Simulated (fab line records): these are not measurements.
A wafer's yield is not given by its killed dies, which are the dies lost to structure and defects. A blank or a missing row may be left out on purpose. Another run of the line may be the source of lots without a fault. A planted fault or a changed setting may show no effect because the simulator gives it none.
A struck lot beside a sound one    flow sky130    44 steps out of a route of 708
Sound: these wafers, L511.3, L511.4, L511.5. Struck: wafer L528.3. (L528.4, L528.5 of the same lot were not struck and are left out.) The cause comes at the end.
For every step that has rows: the tool of each side, followed by ch and its chambers, followed by its first start. Under that, the readings that differ: sound wafers    struck wafers    difference of the means    sigmas: that difference in standard deviations of wafers without a fault.
alike: readings with means less than 2 such deviations apart, plus words and numbers identical on both sides. not compared: withheld readings, readings lacking a value on some wafer, bounds such as >300 that could conceal the same value, and numbers that have no deviation in the record and whose values overlap.
Wherever a step has rows on one side only, a row that says differs or no value, or a row with sigmas, the two part there. Non-overlapping numbers with no deviation appear without sigmas and do not part them. A reading that every wafer of one side lacks parts them only if that side has two wafers or more.

first, 4 steps without rows for these wafers: SKY_VIA2_CLEAN_18 (cleans in IPA, time 180 s); SKY_VIA2_CLEAN_19 (cleans in O3/DIW); SKY_VIA2_SPUTTER_20 (material TiN, target thk 20 nm, time 80 s); SKY_VIA2_CVD_21 (deposits W, target thk 420 nm, time 126.4 s).
SKY_VIA2_RS_MEAS_22: the measuring method here is four-point-probe.
  sound: film_metro-02 at day 37 09:01; struck: film_metro-02 at day 42 12:00
  alike: VIA2_W_RS
SKY_VIA2_THK_MEAS_23: measures by xrf.
  sound: film_metro-02 at day 37 09:07; struck: film_metro-02 at day 42 12:06
reading          sound        struck  difference  sigmas
VIA2_W_THK (nm)  396 396 401  388     -10         -2
SKY_VIA2_CMP_24: polishes, stops on SiO2, t overpolish 20 s, target thk 0 nm.
  sound on cmp-02 ch 0,2,3, day 37 09:12; struck on cmp-01 ch 2, day 42 12:11
  alike: motor_current_A, overpolish_run_s, time_to_endpoint_s
SKY_METAL3_SPUTTER_00: material Ti, target thk 15 nm, time 10 s.
  sound: pvd_sputter-03 at day 37 09:27; struck: pvd_sputter-03 at day 42 12:26
  alike: throttle_valve_pct
then, 4 steps without rows for these wafers: SKY_METAL3_SPUTTER_01 (material TiN, target thk 20 nm, time 16.7 s); SKY_METAL3_SPUTTER_02 (material AlCu, target thk 735 nm, time 39.1 s); SKY_METAL3_SPUTTER_03 (material Ti, target thk 5 nm, time 3.3 s); SKY_METAL3_SPUTTER_04 (material TiN, target thk 70 nm, time 58.3 s).
SKY_CAPM_CVD_00: deposits SiO2, target thk 15.5 nm.
  sound on pecvd-01 ch 0,1,2, day 37 09:36; struck on pecvd-01 ch 2, day 42 12:35
reading                                sound              struck  difference  sigmas
model.SiO2_of_CAPM_CVD_00.thk_nm (nm)  15.44 15.72 16.04  28.12   +12.39      
  alike: heater_power_w
SKY_CAPM_THK_MEAS_01:
  sound: film_metro-01 at day 37 09:39; struck: film_metro-01 at day 42 12:38
reading               sound              struck  difference  sigmas
CAPM_CVD_00_THK (nm)  15.42 15.69 16.04  28.17   +12.45      +59
SKY_CAPM_SPUTTER_02: material TiN, target thk 200 nm, time 166.7 s.
  sound: pvd_sputter-04 at day 37 09:41; struck: pvd_sputter-01 at day 42 12:40
  alike: throttle_valve_pct
SKY_CAPM_RS_MEAS_03: the measuring method here is four-point-probe.
  sound: film_metro-02 at day 37 09:50; struck: film_metro-02 at day 42 12:49
  alike: CAPM_TIN_RS
SKY_CAPM_THK_MEAS_04: measures by xrf.
  sound: film_metro-02 at day 37 09:56; struck: film_metro-02 at day 42 12:55
  alike: CAPM_TIN_THK
then, 7 steps without rows for these wafers: SKY_CAPM_DEHYDRATE_05 (time 60 s); SKY_CAPM_HMDS_06 (prime time 60 s); SKY_CAPM_COAT_07 (resist thk 1140 nm); SKY_CAPM_SOFTBAKE_08 (time 60 s); SKY_CAPM_EXPOSE_09 (exposes mask CAPM, target cd 1000 nm); SKY_CAPM_PEB_10; SKY_CAPM_DEVELOP_11 (develop time 60 s).
SKY_CAPM_OVL_MEAS_12:
  sound: overlay-01 at day 38 11:38; struck: overlay-02 at day 43 11:26
  alike: CAPM_OVL
then, 1 step without rows for these wafers: SKY_CAPM_METAL_ETCH_13 (etches TiN in Cl2/BCl3, stops on SiO2, target depth 220 nm, time 62.9 s).
SKY_CAPM_STRIP_14: strips in O2/N2.
  sound on plasma_asher-01 ch 0,1, day 38 11:46; struck on plasma_asher-01 ch 1, day 43 11:34
reading                       sound              struck  difference  sigmas
strip_time_to_endpoint_s (s)  12.73 12.69 12.68  12.62   -0.08       -2
  alike: drypump_motor_current_A, oes_product_au
  not compared: rf_hours_counter_h
then, 11 steps without rows for these wafers: SKY_CAPM_STRIP_15 (strips in post etch residue remover, time 1200 s); SKY_CAPM_CLEAN_16 (cleans in IPA, time 180 s); SKY_CAPM_CLEAN_17 (cleans in O3/DIW); SKY_METAL3_DEHYDRATE_05 (time 60 s); SKY_METAL3_HMDS_06 (prime time 60 s); SKY_METAL3_COAT_07 (resist thk 60 nm); SKY_METAL3_COAT_08 (resist thk 1140 nm); SKY_METAL3_SOFTBAKE_09 (time 90 s); SKY_METAL3_EXPOSE_10 (exposes mask MM3, target cd 300 nm); SKY_METAL3_PEB_11; SKY_METAL3_DEVELOP_12 (develop time 60 s).
SKY_METAL3_CD_MEAS_13: target cd 300 nm.
  sound: cd_sem-02 at day 39 13:33; struck: cd_sem-02 at day 44 10:22
  alike: cd_nm
SKY_METAL3_OVL_MEAS_14:
  sound: overlay-01 at day 39 13:39; struck: overlay-01 at day 44 10:27
  alike: METAL3_OVL
then, 1 step without rows for these wafers: SKY_METAL3_DESCUM_15 (chemistry O2, time 8 s).
SKY_METAL3_ETCH_16: etches BARC in N2/H2, stops on SiO2, time 88.2 s, target depth 60 nm.
  sound on rie_metal-01 ch 0,1, day 39 13:44; struck on rie_metal-04 ch 1, day 44 10:32
  alike: drypump_motor_current_A, he_backside_leak_sccm, oes_product_au, throttle_valve_pct
  not compared: rf_hours_counter_h
SKY_METAL3_ETCH_17: etches SiO2 in C4F8/O2/Ar, stops on TiN, time 3.9 s, target depth 15 nm.
  sound on rie_diel-04 ch 0,1, day 39 13:48; struck on rie_diel-02 ch 1, day 44 10:37
reading                sound              struck  difference  sigmas
oes_product_au (a.u.)  0.751 0.761 0.770  0.997   +0.236      +37
-- the record jumps here: 6 days lie between the struck wafers' starts before and after (it left off in module METAL3 and takes up again in module PAD_OPEN, whose first step shown is number 708 of the route) --
SKY_PAD_OPEN_PROBE_99:
  sound: prober-01 at day 46 15:29; struck: prober-02 at day 50 10:40
reading                                      sound                struck  difference  sigmas
model.etest.tester.sort_n_pass               402 410 399          0       -404        
model.etest.tester.sort_yield_pct (%)        81.71 83.33 81.1     0       -82         
model.etest.tester.sort_bin_3_pct (%)        0.6098 0.6098 1.626  82.3    +81.4       
model.etest.nfet_01v8_turned.over_limit      0 0 0                1       +1          
model.etest.pfet_01v8_lvt.over_limit         0 0 0                1       +1          
model.etest.diode_pdiff_nwell_hv.over_limit  0 0 0                1       +1          
model.etest.via3_chain.short                 0 0 0                1       +1          
model.etest.met5.short                       0 0 0                1       +1          
  alike: defect_limited_yield, killed_at_M0_to_M3, killed_at_M4_up, killed_at_contacts, killed_at_front_end, killed_at_other, killed_dies, killed_open, killed_short

== WHERE THEY PART ==
Earliest at SKY_VIA2_THK_MEAS_23; latest, in this record, at SKY_METAL3_ETCH_17. Later steps at which nothing parts them and some readings are alike: SKY_PAD_OPEN_PROBE_99.

WHY: what had been put in by the simulator
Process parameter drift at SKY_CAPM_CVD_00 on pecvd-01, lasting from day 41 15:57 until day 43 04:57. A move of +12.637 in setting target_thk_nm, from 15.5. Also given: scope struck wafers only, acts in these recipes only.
